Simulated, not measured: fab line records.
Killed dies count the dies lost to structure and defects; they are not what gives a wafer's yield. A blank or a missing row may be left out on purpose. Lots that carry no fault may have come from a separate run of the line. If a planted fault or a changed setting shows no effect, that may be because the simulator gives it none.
One fault through the eyes of 2 desks -- flow gf180mcu -- numbers are kept per desk, each desk with only its own; the story behind them comes last

## FROM THE METROLOGY DESK
What the gauges read for every lot (on any tool): the sampled wafers with a number, averaged. A lot is out of limits, marked OUT, if its mean lies more than 4 standard deviations from the usual mean; the brackets give that distance.
Columns: A = LVPWELL_OVL at GF_LVPWELL_OVL_MEAS_07, usual -0.3 nm; B = MVPSD_TW at GF_MVPSD_TW_MEAS_11, usual 551; C = VT_IMPLANT_TW at GF_VT_IMPLANT_TW_MEAS_10, usual 563; D = PSD_TW at GF_PSD_TW_MEAS_11, usual 3176
lot,first seen here,A,B,C,D
L254,day 4 07:22,-1.1,549,560,3207
L256,day 5 21:58,-,684 (+24) OUT,706 (+32) OUT,3152
L257,day 6 01:08,-,687 (+24) OUT,705 (+32) OUT,3151
L264,day 6 12:31,-0.6,554,557,3189
L265,day 6 18:16,-0.3,546,564,3173
L266,day 6 23:01,-0.6,554,563,3148
L268,day 7 10:35,-0.3,548,560,3213
L270,day 7 19:11,0.8,550,567,3193
L272,day 8 09:04,1.0,545,562,3193
L274,day 8 20:52,0.9,553,559,3159
L275,day 8 23:40,0.2,551,560,3227
This desk finds L256, L257 out of limits, with the earliest case on L256 at day 5 21:58 (MVPSD_TW at GF_MVPSD_TW_MEAS_11). In limits: L254, L264, L265, L266, L268, L270, L272, L274, L275.

## TOOL OWNER'S DESK, litho_track-01
The tool's own readings at GF_LVPWELL_COAT_02 (resist thk 3000 nm): means of the sampled wafers that have a number, for each lot that ran on this tool. A lot is out of limits, marked OUT, if its mean lies more than 4 standard deviations from the usual mean; the brackets give that distance.
Columns: A = chill_plate_temp_C at GF_LVPWELL_COAT_02, usual 22.99 C; B = dispense_pressure_kPa at GF_LVPWELL_COAT_02, usual 43.3 kPa; C = resist_line_temp_C at GF_LVPWELL_COAT_02, usual 23.01 C
lot,first seen here,A,B,C
L254,day 3 23:53,22.89,41.8,22.98
L270,day 7 10:34,22.95,41.7,22.93
L274,day 8 12:10,23.05,41.8,23.01
This desk's finding: nothing out of limits on any of the 3 lots.

## PUT TOGETHER
Metrology desk: alarm possible at day 5 21:58 on L256, L257.
The tool owner's desk saw nothing out of limits.
The tool owner's desk has no number on record for L256, L257.
The lots listed all ran GF_LVPWELL_COAT_02 on litho_track-01.

## WHAT THE SIMULATOR HAD PUT IN
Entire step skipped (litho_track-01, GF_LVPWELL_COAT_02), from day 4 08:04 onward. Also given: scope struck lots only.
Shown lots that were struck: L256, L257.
Hours from the fault's start to each desk's first reading out of limits: the metrology desk, 38.
